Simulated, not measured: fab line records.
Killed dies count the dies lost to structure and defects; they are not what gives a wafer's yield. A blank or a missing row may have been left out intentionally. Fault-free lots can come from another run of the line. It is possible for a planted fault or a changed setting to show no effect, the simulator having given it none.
Which of the tools did it? | flow gf180mcu | at 1 step of a route of 602, 7 lots with 21 wafers sampled

## WHAT EACH GAUGE READ, for each wafer
GF_HV_LDD_CD_MEAS_19: the cd target is 400 nm.
lot  | measured     | on        | cd-nm (nm)
L686 | day 11 13:51 | cd-sem-02 | 399.2 399.3 401.6
L688 | day 12 04:23 | cd-sem-02 | 398.4 397.3 398.7
L690 | day 12 20:15 | cd-sem-01 | 403.0 402.2 400.8
L693 | day 13 12:01 | cd-sem-02 | 400.7 398.9 400.8
L697 | day 14 20:36 | cd-sem-02 | 398.8 396.9 397.8
L705 | day 17 08:52 | cd-sem-01 | 399.1 398.7 399.4
L707 | day 18 07:52 | cd-sem-01 | 399.2 399.6 397.3

## EACH LOT AND THE TOOL THAT RAN IT (in order: tool; ch and the chambers of the sampled wafers; start)
The record shows no process step preceding these readings.

## THE ANSWER, worked out from the rows above alone
Rule: the lots themselves supply what counts as usual. The widest of any qualifying gaps counts: lots, ordered by their means at a reading, are off when they make up no more than a third of the lots, leave a main group of 4 or more, and stand apart from it by 3 or more times the standard deviation of that group's means. The tables above print the reading to a certain number of digits; a main group whose means all agree to those digits is not used. A lot without any number at a reading at which 4 lots or more have one is off too. Where the step has rows for the other lots, those lots are counted as sound.
Nothing can be told from this: no lot is off at any reading shown.

## WHAT THE SIMULATOR HAD PUT IN
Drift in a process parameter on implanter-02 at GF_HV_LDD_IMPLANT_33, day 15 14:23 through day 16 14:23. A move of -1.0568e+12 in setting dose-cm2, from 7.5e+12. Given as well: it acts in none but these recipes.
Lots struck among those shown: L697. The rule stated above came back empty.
